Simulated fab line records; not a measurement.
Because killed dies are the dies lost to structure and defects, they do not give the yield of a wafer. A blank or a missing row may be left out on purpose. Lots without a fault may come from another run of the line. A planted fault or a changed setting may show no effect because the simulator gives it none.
Which tool did it? + flow sky130 + Sampling: 12 lots, 36 wafers, 2 of 708 route steps

== WHAT EACH GAUGE READ, for each wafer ==
SKY_VIA4_RS_MEAS_19: uses a four-point probe to measure.
| lot  | measured     | on           | VIA4_W_RS (ohm/sq)   |
|------|--------------|--------------|----------------------|
| L890 | day 43 06:31 | filmMetro-04 | 0.2243 0.2272 0.2230 |
| L891 | day 43 16:05 | filmMetro-03 | 0.2271 0.2297 0.2267 |
| L892 | day 43 19:17 | filmMetro-01 | 0.2254 0.2247 0.2272 |
| L895 | day 45 12:02 | filmMetro-04 | 0.2217 0.2280 0.2260 |
| L899 | day 46 09:50 | filmMetro-04 | 0.2264 0.2275 0.2311 |
| L898 | day 46 11:22 | filmMetro-01 | 0.2248 0.2199 0.2273 |
| L897 | day 46 14:20 | filmMetro-01 | 0.2211 0.2242 0.2235 |
| L900 | day 47 06:23 | filmMetro-03 | 0.2277 0.2238 0.2286 |
| L907 | day 47 21:56 | filmMetro-03 | 0.2277 0.2249 0.2284 |
| L906 | day 48 02:58 | filmMetro-04 | 0.2267 0.2253 0.2278 |
| L909 | day 48 06:46 | filmMetro-01 | 0.2282 0.2297 0.2293 |
| L910 | day 48 15:46 | filmMetro-03 | 0.2282 0.2293 0.2290 |

== WHICH TOOL RAN EACH LOT (tool, then ch and the chambers of the sampled wafers, then the start) ==
| lot  | SKY_VIA2_CMP_24               |
|------|-------------------------------|
| L890 | cmp-01 ch 0,2,3, day 36 19:26 |
| L891 | cmp-02 ch 0,1,3, day 37 06:38 |
| L892 | cmp-01 ch 1,2, day 37 08:32   |
| L895 | cmp-02 ch 1,2,3, day 39 08:08 |
| L899 | cmp-02 ch 0,1,2, day 40 11:33 |
| L898 | cmp-02 ch 0,1,3, day 40 12:46 |
| L897 | cmp-02 ch 0,2,3, day 40 15:25 |
| L900 | cmp-02 ch 2,3, day 41 09:38   |
| L907 | cmp-01 ch 0,1,3, day 42 04:26 |
| L906 | cmp-02 ch 1,3, day 42 09:10   |
| L909 | cmp-01 ch 1,2, day 42 15:38   |
| L910 | cmp-02 ch 0,2,3, day 43 01:57 |
- SKY_VIA2_CMP_24: polishes, stops on SiO2, t overpolish 20 s, target thk 0 nm.

== AS READ BY THE TOOLS THEMSELVES (means over the sampled wafers that have a number; for cases with no such wafer, the mark the record gives instead) ==
SKY_VIA2_CMP_24.
| lot  | tool   | motorCurrentA (A) | overpolishRunS (s) | timeToEndpointS (s) |
|------|--------|-------------------|--------------------|---------------------|
| L890 | cmp-01 | 11.4              | 19.998             | 102.6               |
| L891 | cmp-02 | 10.8              | 20.005             | 102.5               |
| L892 | cmp-01 | 11.2              | 20.001             | 102.7               |
| L895 | cmp-02 | 10.8              | 19.996             | 103.4               |
| L899 | cmp-02 | 11.1              | 20.003             | 102.8               |
| L898 | cmp-02 | 10.9              | 19.998             | 100.7               |
| L897 | cmp-02 | 12.1              | 19.999             | 103.3               |
| L900 | cmp-02 | 11.9              | 20.005             | 105.1               |
| L907 | cmp-01 | 11.3              | 19.997             | 100.2               |
| L906 | cmp-02 | 10.6              | 20.004             | 99.1                |
| L909 | cmp-01 | 11.3              | 19.997             | 98.6                |
| L910 | cmp-02 | 12.1              | 20.004             | 100.8               |

== THE ANSWER, worked out from the rows above alone ==
Rule: what is usual is taken from the lots themselves. The widest of any qualifying gaps counts: lots, ordered by their means at a reading, are off when they make up no more than a third of the lots, leave a main group of 4 or more, and stand apart from it by 3 or more times the standard deviation of that group's means. A main group whose means are all the same, to the digits that the tables above print for the reading, isn't used. A lot without any number at a reading at which 4 lots or more have one is off too. Any other lot the step has rows for is counted as sound. After the gauges, taken in route order, come the tools' own readings; for these a lot's mean is taken, as printed above. The first step at which some lot is off is used, and at that step the reading that is off furthest; a lot without a number counts as furthest.
Across all readings shown, no lot is off: no conclusion can be drawn from this.

== WHAT HAD BEEN PUT IN BY THE SIMULATOR ==
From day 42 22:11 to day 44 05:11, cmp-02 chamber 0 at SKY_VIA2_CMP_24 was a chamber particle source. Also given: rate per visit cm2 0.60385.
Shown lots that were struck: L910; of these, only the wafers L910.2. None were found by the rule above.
